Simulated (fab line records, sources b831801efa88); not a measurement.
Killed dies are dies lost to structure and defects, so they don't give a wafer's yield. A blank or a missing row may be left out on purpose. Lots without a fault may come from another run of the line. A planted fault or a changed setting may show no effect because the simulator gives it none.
Chamber matching | flow gf180mcu | GF_V3_CMP_26 on cmp-02: 4 sister chambers
The step polishes, stops on SiO2, t overpolish 15 s, target thk 0 nm. 18 wafers are shown with their chamber, then 9 later ones without.

WAFERS WITH THEIR CHAMBER
wafer  | chamber | motor_current_A (A) | time_to_endpoint_s (s) | slurry_flow_ml_min
L454.1 | 1       | 13.2                | 89                     | 149.6
L454.5 | 0       | 9.2                 | 86                     | 149.8
L454.6 | 3       | 13.0                | 92                     | 150.4
L460.1 | 1       | 14.1                | 82                     | 149.7
L460.2 | 0       | 9.6                 | 81                     | 150.1
L460.5 | 0       | 9.6                 | 75                     | 149.8
L461.1 | 1       | 14.0                | 86                     | 150.0
L461.3 | 0       | 9.6                 | 86                     | 150.0
L461.6 | 2       | 10.7                | 83                     | 149.1
L462.1 | 1       | 14.0                | 88                     | 149.9
L462.4 | 0       | 9.6                 | 85                     | 149.1
L462.6 | 3       | 12.6                | 90                     | 151.0
L465.1 | 0       | 9.6                 | 84                     | 149.9
L465.2 | 3       | 12.3                | 92                     | 150.4
L465.3 | 2       | 10.6                | 79                     | 149.5
L469.2 | 0       | 9.9                 | 82                     | 149.9
L469.3 | 3       | 12.5                | 86                     | 149.4
L469.6 | 3       | 12.3                | 90                     | 149.9

SIGNATURES (means of the wafers above)
reading            | chamber 0 | chamber 1 | chamber 2 | chamber 3 | scatter within a chamber
motor_current_A    | 9.586     | 13.825    | 10.650    | 12.540    | 0.282
time_to_endpoint_s | 82.71     | 86.25     | 81.00     | 90.00     | 3.3
slurry_flow_ml_min | 149.800   | 149.800   | 149.300   | 150.220   | 0.402
Rule: a wafer's distance from a chamber is the root of the sum, over the readings, of the square of ((its reading less the chamber's mean) divided by the reading's scatter). The wafer belongs to the nearest chamber; if the next one is less than 2 further off, it can't be placed. The scatter: the root of (the sum of the squares of (reading less its chamber's mean) over the shown wafers, divided by (wafers less chambers)).

WAFERS WITHOUT THEIR CHAMBER
wafer  | motor_current_A (A) | time_to_endpoint_s (s) | slurry_flow_ml_min
L470.3 | 9.7                 | 82                     | 149.4
L470.4 | 12.2                | 88                     | 150.1
L470.6 | 9.4                 | 83                     | 149.3
L472.3 | 11.1                | 77                     | 150.4
L472.4 | 12.5                | 91                     | 150.4
L472.5 | 11.0                | 78                     | 149.9
L473.2 | 10.9                | 75                     | 149.8
L473.3 | 13.5                | 89                     | 149.7
L473.6 | 10.0                | 85                     | 150.1

WHICH CHAMBER EACH WENT THROUGH
wafer  | from the rows above     | in truth
L470.3 | 0                       | 0
L470.4 | 3                       | 3
L470.6 | 0                       | 0
L472.3 | 2                       | 2
L472.4 | 3                       | 3
L472.5 | 2                       | 2
L473.2 | 2                       | 2
L473.3 | 1                       | 1
L473.6 | can't be placed: 0 or 2 | 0
Placed correctly: 8 of 9. Can't be placed from these rows: 1 (the true chamber is among the candidates in 1). Placed wrongly: 0.
